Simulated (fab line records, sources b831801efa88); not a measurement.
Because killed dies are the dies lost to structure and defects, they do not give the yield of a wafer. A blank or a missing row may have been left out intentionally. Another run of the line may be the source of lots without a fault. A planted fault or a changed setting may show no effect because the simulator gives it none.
A single fault, viewed from 2 desks ; flow sky130 ; what lay behind the numbers comes last; until then each desk has only its own

TOOL OWNER'S DESK, pvd sputter-03
At SKY_METAL1_SPUTTER_04 (material TiN, target thk 70 nm, time 58.3 s) the tool's own readings: per lot run on this tool, the mean of the sampled wafers that have a number. If a lot's mean is further than 4 standard deviations from the usual mean, the lot is out of limits and carries the mark OUT (the distance appears in the brackets).
Columns: A = chamber pressure pa at SKY_METAL1_SPUTTER_04, usual 0.4000 Pa; B = throttle valve pct at SKY_METAL1_SPUTTER_04, usual 29.9 %
lot;first seen here;A;B
L170;day 34 03:07;0.4009;30.4
L174;day 35 01:14;0.3988;29.8
L185;day 38 07:52;0.3999;29.9
Result from this desk: across the 3 lots, nothing is out of limits.

FROM THE METROLOGY DESK
Lot by lot, what the gauges showed, no matter which tool ran the lot: averages of those sampled wafers that carry a number. If a lot's mean is further than 4 standard deviations from the usual mean, the lot is out of limits and carries the mark OUT (the distance appears in the brackets).
Columns: A = CONTACT_W_RS at SKY_CONTACT_RS_MEAS_25, usual 0.3371 ohm/sq; B = CONTACT_W_THK at SKY_CONTACT_THK_MEAS_26, usual 338 nm; C = METAL1_ALCU_RS at SKY_METAL1_RS_MEAS_05, usual 0.1252 ohm/sq; D = METAL1_ALCU_THK at SKY_METAL1_THK_MEAS_06, usual 250.2 nm; E = cd nm at SKY_METAL1_CD_MEAS_15, usual 139.8 nm; F = METAL1_OVL at SKY_METAL1_OVL_MEAS_16, usual -1 nm
lot;first seen here;A;B;C;D;E;F
L165;day 31 20:05;0.3373;339;0.1231;254.4;141.6;3
L170;day 34 02:34;0.3357;341;0.1235;252.8;140.3;-3
L174;day 35 00:43;0.3356;342;0.1267;250.5;136.6;0
L180;day 36 20:59;0.3370;340;0.1270;245.6;141.1;-4
L185;day 38 07:17;0.3377;341;0.1244;252.4;140.2;-11
Result from this desk: across the 5 lots, nothing is out of limits.

PUT TOGETHER
The desk of the tool owner found nothing out of limits.
From the metrology desk's view, nothing was out of limits.

WHAT THE SIMULATOR HAD INSERTED
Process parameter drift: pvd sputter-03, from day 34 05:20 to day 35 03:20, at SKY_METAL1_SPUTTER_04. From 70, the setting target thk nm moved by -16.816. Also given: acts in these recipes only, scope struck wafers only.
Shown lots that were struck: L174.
